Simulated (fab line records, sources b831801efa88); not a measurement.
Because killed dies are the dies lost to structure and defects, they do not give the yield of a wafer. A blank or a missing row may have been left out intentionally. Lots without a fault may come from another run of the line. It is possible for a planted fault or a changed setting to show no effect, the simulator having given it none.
Check of tool commonality :: flow gf180mcu :: 13 lots and 39 wafers in the sample

WHAT PROMPTED THE OPENING
At GF_HV_LDD_TW_MEAS_50 the reading HV_LDD_4_TW is flagged on 1 of 13 lots. Fault-free wafers read 571, with a standard deviation of 9.1.
Rule: a lot is flagged in two cases, either no wafer of it has a number, or all its wafers with numbers fall more than 4 standard deviations from that mean. The rest of the lots are taken to be sound.

lot: L225
measured: day 12 09:50
on: filmMetro-04
HV_LDD_4_TW, wafer by wafer: 571 570 571
flag: 

lot: L226
measured: day 12 14:20
on: filmMetro-01
HV_LDD_4_TW, wafer by wafer: 580 582 584
flag: 

lot: L227
measured: day 12 22:38
on: filmMetro-01
HV_LDD_4_TW, wafer by wafer: 581 579 580
flag: 

lot: L229
measured: day 13 20:25
on: filmMetro-03
HV_LDD_4_TW, wafer by wafer: 30 30 30
flag: FLAGGED

lot: L231
measured: day 14 14:53
on: filmMetro-03
HV_LDD_4_TW, wafer by wafer: 563 564 566
flag: 

lot: L238
measured: day 16 21:56
on: filmMetro-04
HV_LDD_4_TW, wafer by wafer: 560 563 562
flag: 

lot: L239
measured: day 17 00:02
on: filmMetro-01
HV_LDD_4_TW, wafer by wafer: 581 581 581
flag: 

lot: L241
measured: day 17 18:41
on: filmMetro-01
HV_LDD_4_TW, wafer by wafer: 580 581 580
flag: 

lot: L242
measured: day 17 20:58
on: filmMetro-03
HV_LDD_4_TW, wafer by wafer: 561 562 560
flag: 

lot: L243
measured: day 18 07:23
on: filmMetro-03
HV_LDD_4_TW, wafer by wafer: 567 567 567
flag: 

lot: L244
measured: day 18 19:35
on: filmMetro-03
HV_LDD_4_TW, wafer by wafer: 568 566 566
flag: 

lot: L246
measured: day 19 09:08
on: filmMetro-01
HV_LDD_4_TW, wafer by wafer: 588 585 588
flag: 

lot: L247
measured: day 19 15:50
on: filmMetro-04
HV_LDD_4_TW, wafer by wafer: 566 568 563
flag: 
On average the flagged lots' numbers are 30, which is -541 against the usual, or -59 standard deviations.

TOOL THAT RAN EACH LOT
The record holds 1 process step before the reading, out of a route of 602 steps. Each cell gives the tool, then ch followed by the chambers the sampled wafers passed through, then the start.
lot: L225
flag: 
GF_HV_LDD_EXPOSE_43: ilineStepper-01 ch 0, day 12 00:00

lot: L226
flag: 
GF_HV_LDD_EXPOSE_43: ilineStepper-01 ch 0, day 12 04:37

lot: L227
flag: 
GF_HV_LDD_EXPOSE_43: ilineStepper-01 ch 0, day 12 13:01

lot: L229
flag: FLAGGED
GF_HV_LDD_EXPOSE_43: ilineStepper-01 ch 0, day 13 10:08

lot: L231
flag: 
GF_HV_LDD_EXPOSE_43: ilineStepper-01 ch 0, day 14 04:04

lot: L238
flag: 
GF_HV_LDD_EXPOSE_43: ilineStepper-01 ch 0, day 16 10:39

lot: L239
flag: 
GF_HV_LDD_EXPOSE_43: ilineStepper-02 ch 0, day 16 13:03

lot: L241
flag: 
GF_HV_LDD_EXPOSE_43: ilineStepper-01 ch 0, day 17 06:22

lot: L242
flag: 
GF_HV_LDD_EXPOSE_43: ilineStepper-01 ch 0, day 17 08:52

lot: L243
flag: 
GF_HV_LDD_EXPOSE_43: ilineStepper-01 ch 0, day 17 19:31

lot: L244
flag: 
GF_HV_LDD_EXPOSE_43: ilineStepper-01 ch 0, day 18 06:56

lot: L246
flag: 
GF_HV_LDD_EXPOSE_43: ilineStepper-01 ch 0, day 18 21:08

lot: L247
flag: 
GF_HV_LDD_EXPOSE_43: ilineStepper-01 ch 0, day 19 03:31
What these steps do:
- GF_HV_LDD_EXPOSE_43: exposes mask Pplus HV AREA, target cd 400 nm.
- GF_HV_LDD_TW_MEAS_50

FLAGGED AGAINST TOTAL, ONE TOOL AT A TIME (gauges that did the reading follow at the end)
step: GF_HV_LDD_EXPOSE_43
tool: ilineStepper-01
lots run: 12
flagged: 1
share of the flagged lots: all
sound lots run after its first flagged lot: 8 (L231,L238,L241,L242,L243,L244,L246,L247)

step: GF_HV_LDD_EXPOSE_43
tool: ilineStepper-02
lots run: 1
flagged: 0
share of the flagged lots: none
sound lots run after its first flagged lot: -

step: GF_HV_LDD_TW_MEAS_50
tool: filmMetro-01
lots run: 5
flagged: 0
share of the flagged lots: none
sound lots run after its first flagged lot: -

step: GF_HV_LDD_TW_MEAS_50
tool: filmMetro-03
lots run: 5
flagged: 1
share of the flagged lots: all
sound lots run after its first flagged lot: 4 (L231,L242,L243,L244)

step: GF_HV_LDD_TW_MEAS_50
tool: filmMetro-04
lots run: 3
flagged: 0
share of the flagged lots: none
sound lots run after its first flagged lot: -

WHAT IS ALLOWED BY THE TABLE
Rows of the table that ran all the flagged lots, 2 in number: ilineStepper-01 at GF_HV_LDD_EXPOSE_43; filmMetro-03 at GF_HV_LDD_TW_MEAS_50.
- ilineStepper-01 at GF_HV_LDD_EXPOSE_43: 1 of its 12 lots flagged. Sound lots followed the first flagged one (L231, L238, L241, L242, L243, L244, L246, L247) on it, something a lasting fault affecting the whole tool could not allow.
- filmMetro-03 at GF_HV_LDD_TW_MEAS_50: 1 of its 5 lots flagged. Sound lots followed the first flagged one (L231, L242, L243, L244) on it, something a lasting fault affecting the whole tool could not allow.
No row of the table ran every flagged lot and no sound lot after the first.

WHAT THE SIMULATOR HAD INSERTED
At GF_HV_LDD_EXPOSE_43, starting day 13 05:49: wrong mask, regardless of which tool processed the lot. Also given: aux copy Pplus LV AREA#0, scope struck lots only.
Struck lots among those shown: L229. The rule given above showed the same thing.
